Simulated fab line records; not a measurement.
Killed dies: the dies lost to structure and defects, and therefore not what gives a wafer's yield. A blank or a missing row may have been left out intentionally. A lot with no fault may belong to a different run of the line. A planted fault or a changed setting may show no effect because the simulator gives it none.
Matching of chambers + flow sky130 + SKY_LI_CONTACT_HDPCVD_00 on hdpcvd-01 has 3 sister chambers
The step deposits PSG, target thk 930 nm, time 155 s. 14 wafers are shown with their chamber, then 7 later ones without.

== WAFERS, EACH WITH ITS CHAMBER ==
| wafer  | chamber | run-length-s (s) |
|--------|---------|------------------|
| L769.2 | 1       | 182.5            |
| L769.3 | 2       | 183.0            |
| L769.5 | 0       | 182.7            |
| L770.2 | 1       | 182.6            |
| L770.3 | 0       | 182.4            |
| L770.4 | 0       | 182.5            |
| L773.3 | 1       | 182.1            |
| L773.4 | 0       | 182.9            |
| L773.6 | 2       | 182.7            |
| L775.2 | 1       | 182.1            |
| L775.4 | 1       | 182.5            |
| L775.5 | 2       | 182.8            |
| L777.4 | 2       | 183.0            |
| L777.5 | 0       | 183.6            |

SIGNATURES (averages over the wafers above)
| reading      | chamber 0 | chamber 1 | chamber 2 | scatter within a chamber |
|--------------|-----------|-----------|-----------|--------------------------|
| run-length-s | 182.820   | 182.360   | 182.875   | 0.331                    |
Rule: a wafer lies at a distance from a chamber equal to the root of the sum of squares, over the readings, of (its reading less the chamber's mean, divided by the reading's scatter). If the next closest chamber is less than 2 further off than the closest, the wafer can't be placed; otherwise it belongs to the closest. How the scatter is found: for the shown wafers, subtract from each reading the mean of its chamber, square and add these, divide the total by (wafers less chambers), then take the root.

== WAFERS MISSING THEIR CHAMBER ==
| wafer  | run-length-s (s) |
|--------|------------------|
| L777.6 | 182.5            |
| L778.3 | 182.8            |
| L778.5 | 182.7            |
| L778.6 | 183.0            |
| L790.2 | 182.9            |
| L790.3 | 182.5            |
| L790.6 | 182.6            |

== WHICH CHAMBER EACH WENT THROUGH ==
| wafer  | from the rows above          | in truth |
|--------|------------------------------|----------|
| L777.6 | can't be placed: 1 or 0 or 2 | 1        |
| L778.3 | can't be placed: 0 or 2 or 1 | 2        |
| L778.5 | can't be placed: 0 or 2 or 1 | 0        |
| L778.6 | can't be placed: 2 or 0 or 1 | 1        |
| L790.2 | can't be placed: 2 or 0 or 1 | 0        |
| L790.3 | can't be placed: 1 or 0 or 2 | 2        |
| L790.6 | can't be placed: 0 or 1 or 2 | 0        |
Correctly placed: 0 of 7. Unplaceable from these rows: 7, with the true chamber sitting among the candidates in 7. Placed wrongly: 0.
